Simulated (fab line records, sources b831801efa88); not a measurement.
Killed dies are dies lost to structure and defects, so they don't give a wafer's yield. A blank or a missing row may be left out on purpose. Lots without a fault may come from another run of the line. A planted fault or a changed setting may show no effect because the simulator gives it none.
Chamber matching | flow sky130 | SKY_VIA1_CMP_02 on cmp-01: 4 sister chambers
The step polishes SiO2. 8 wafers are shown with their chamber, then 9 later ones without.

WAFERS WITH THEIR CHAMBER
wafer  | chamber | motor_current_A (A)
L156.3 | 3       | 11.9
L156.4 | 0       | 11.1
L155.1 | 0       | 10.5
L155.3 | 2       | 11.8
L155.4 | 3       | 12.0
L165.3 | 1       | 13.7
L165.5 | 2       | 11.5
L165.6 | 1       | 13.7

WAFERS WITHOUT THEIR CHAMBER
wafer  | motor_current_A (A)
L167.2 | 10.8
L167.4 | 14.3
L167.6 | 14.3
L168.2 | 11.7
L168.3 | 13.7
L168.4 | 11.9
L171.2 | 11.8
L171.5 | 11.8
L171.6 | 12.4

WHICH CHAMBER EACH WENT THROUGH
wafer  | from the rows above     | in truth
L167.2 | 0                       | 0
L167.4 | 1                       | 1
L167.6 | 1                       | 1
L168.2 | can't be placed: 2 or 3 | 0
L168.3 | 1                       | 1
L168.4 | can't be placed: 3 or 2 | 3
L171.2 | can't be placed: 3 or 2 | 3
L171.5 | can't be placed: 3 or 2 | 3
L171.6 | can't be placed: 3 or 2 | 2
Placed correctly: 4 of 9. Can't be placed from these rows: 5 (the true chamber is among the candidates in 4). Placed wrongly: 0.
How it was worked out, from the rows above alone: a wafer's distance from a chamber is the root of the sum, over the readings, of the square of ((its reading less the chamber's mean) divided by the reading's scatter). The wafer belongs to the nearest chamber; if the next one is less than 2 further off, it can't be placed. A chamber's mean is the mean of its shown wafers. The scatter: the root of (the sum of the squares of (reading less its chamber's mean) over the shown wafers, divided by (wafers less chambers)).
